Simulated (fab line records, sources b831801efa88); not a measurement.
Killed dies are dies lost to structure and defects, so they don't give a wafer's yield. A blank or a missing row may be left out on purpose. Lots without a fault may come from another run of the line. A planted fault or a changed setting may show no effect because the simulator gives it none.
Problem report in the 8D (eight disciplines) form, filled by code | flow sky130 | the parts of the form that need people (team, actions taken, sign-off) are left out

1. THE PROBLEM
cathode_dc_power_W at SKY_METAL5_SPUTTER_04 reads a mean of 6172.1 W on 6 wafers of 2 lots; wafers without a fault read 6500.1 W with a standard deviation of 1.1. That is -99 or more standard deviations from the usual mean.
The step: material TiN, target thk 70 nm, time 58.3 s.
First seen on wafer L215.2, day 47 02:46, on pvd_sputter-04. The record holds 36 wafers of 12 lots with a number at this step. Rule for "out", or "out of limits": more than 4 standard deviations from the usual mean. The other wafers with a number count as sound.

2. WHAT IT IS AND WHAT IT IS NOT
question                    | is                     | is not
which readings at this step | cathode_dc_power_W     | throttle_valve_pct
which lots                  | L215, L218             | L199, L200, L201, L203, L205, L206, L210, L212, L214, L222
which wafers of those lots  | all that have a number | -
read on which tools         | pvd_sputter-04         | pvd_sputter-02, pvd_sputter-03
when                        | from day 47 02:46      | up to then (27 sound wafers); but 3 sound wafers of L222 came after

3. SUSPECTS, AND WHAT RULES EACH OUT
Counting: a tool at a process step up to the reading stays a suspect if it ran every lot that is out and no sound lot after the first of them.
- rie_metal-03 at SKY_METAL3_ETCH_16 (etches BARC in N2/H2, stops on SiO2, time 88.2 s, target depth 60 nm): kept. It ran every lot that is out, first L215 (day 43 06:53), and no sound lot after that; its last sound lot up to then is L214 (day 42 17:50).
- cmp-02 at SKY_VIA3_CMP_02 (polishes SiO2): kept. It ran every lot that is out, first L215 (day 43 08:04), and no sound lot after that; its last sound lot up to then is L212 (day 42 17:53).
- pvd_sputter-04 at SKY_METAL5_SPUTTER_04 (material TiN, target thk 70 nm, time 58.3 s): kept. It ran every lot that is out, first L215 (day 47 02:46), and no sound lot after that; its last sound lot up to then is L214 (day 46 17:20). Its own readings are out on those wafers: cathode_dc_power_W.
Left after counting: rie_metal-03 at SKY_METAL3_ETCH_16, cmp-02 at SKY_VIA3_CMP_02, pvd_sputter-04 at SKY_METAL5_SPUTTER_04.

4. THE CAUSE (what the simulator had put in)
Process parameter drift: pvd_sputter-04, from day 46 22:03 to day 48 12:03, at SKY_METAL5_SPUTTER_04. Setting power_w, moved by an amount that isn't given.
Counting left 3 suspects, and this tool is among them.

5. THE CHAIN OF EFFECTS, in route order
Each row: a reading whose mean over the struck wafers that have a number lies more than 3 standard deviations from the usual. Only readings for which the record gives a usual standard deviation are gone through. hours: the time from each lot's start at the first step in this table that gives one to its start at this step, as a median over the lots. sigmas: the change in usual standard deviations.
hours | step                  | reading            | usual    | on struck wafers | change | sigmas
0     | SKY_METAL5_SPUTTER_04 | cathode_dc_power_W | 6500.1 W | 6172.1           | -328.1 | -99 or more
The process steps in it:
- SKY_METAL5_SPUTTER_04: material TiN, target thk 70 nm, time 58.3 s.

6. WHAT WOULD HAVE CAUGHT IT SOONER
In this record the first reading out of limits was taken at day 47 02:46, 5 hours after the fault began at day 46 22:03.
